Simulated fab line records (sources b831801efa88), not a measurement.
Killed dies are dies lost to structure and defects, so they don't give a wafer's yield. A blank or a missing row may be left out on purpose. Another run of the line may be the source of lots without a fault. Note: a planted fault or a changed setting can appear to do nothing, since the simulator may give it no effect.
Matching of chambers :: flow sky130 :: SKY_VIA3_CMP_24 on cmp-02 has 4 sister chambers
The step polishes, stops on SiO2, t overpolish 20 s, target thk 0 nm. 8 wafers are shown with their chamber, then 11 later ones without.

== WAFERS, EACH WITH ITS CHAMBER ==
wafer: L082.5
chamber: 2
motor_current_A (A): 10.2
time_to_endpoint_s (s): 99

wafer: L082.6
chamber: 1
motor_current_A (A): 10.7
time_to_endpoint_s (s): 102

wafer: L081.5
chamber: 2
motor_current_A (A): 10.2
time_to_endpoint_s (s): 95

wafer: L083.2
chamber: 1
motor_current_A (A): 10.9
time_to_endpoint_s (s): 104

wafer: L084.3
chamber: 0
motor_current_A (A): 14.8
time_to_endpoint_s (s): 92

wafer: L084.4
chamber: 3
motor_current_A (A): 9.7
time_to_endpoint_s (s): 99

wafer: L084.6
chamber: 3
motor_current_A (A): 9.2
time_to_endpoint_s (s): 99

wafer: L085.3
chamber: 0
motor_current_A (A): 15.2
time_to_endpoint_s (s): 92

== WAFERS WHOSE CHAMBER IS MISSING ==
wafer: L085.5
motor_current_A (A): 14.8
time_to_endpoint_s (s): 88

wafer: L085.6
motor_current_A (A): 10.1
time_to_endpoint_s (s): 92

wafer: L095.1
motor_current_A (A): 9.8
time_to_endpoint_s (s): 100

wafer: L095.2
motor_current_A (A): 9.6
time_to_endpoint_s (s): 101

wafer: L095.6
motor_current_A (A): 9.8
time_to_endpoint_s (s): 99

wafer: L096.2
motor_current_A (A): 10.3
time_to_endpoint_s (s): 100

wafer: L096.5
motor_current_A (A): 14.2
time_to_endpoint_s (s): 97

wafer: L096.6
motor_current_A (A): 10.2
time_to_endpoint_s (s): 103

wafer: L097.1
motor_current_A (A): 10.6
time_to_endpoint_s (s): 97

wafer: L097.4
motor_current_A (A): 11.7
time_to_endpoint_s (s): 102

wafer: L097.5
motor_current_A (A): 14.7
time_to_endpoint_s (s): 96

== WHICH CHAMBER EACH ONE RAN IN ==
wafer: L085.5
from the rows above: 0
in truth: 0

wafer: L085.6
from the rows above: 2
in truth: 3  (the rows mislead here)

wafer: L095.1
from the rows above: can't be placed: 3 or 2
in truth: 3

wafer: L095.2
from the rows above: 3
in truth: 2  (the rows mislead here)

wafer: L095.6
from the rows above: can't be placed: 3 or 2
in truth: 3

wafer: L096.2
from the rows above: can't be placed: 2 or 1 or 3
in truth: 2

wafer: L096.5
from the rows above: 0
in truth: 0

wafer: L096.6
from the rows above: can't be placed: 1 or 2 or 3
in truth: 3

wafer: L097.1
from the rows above: 2
in truth: 2

wafer: L097.4
from the rows above: 1
in truth: 1

wafer: L097.5
from the rows above: 0
in truth: 0
Correctly placed: 5 of 11. Can't be placed from these rows: 4 (the true chamber is among the candidates in 4). 2 placed wrongly.
How it was worked out, from the rows above alone: a wafer's distance from a chamber is the root of the sum, over the readings, of the square of ((its reading less the chamber's mean) divided by the reading's scatter). The wafer belongs to the nearest chamber; if the next one is less than 2 further off, it can't be placed. For every chamber, the mean is computed from those of its wafers that are shown. How the scatter is found: for the shown wafers, subtract from each reading the mean of its chamber, square and add these, divide the total by (wafers less chambers), then take the root.
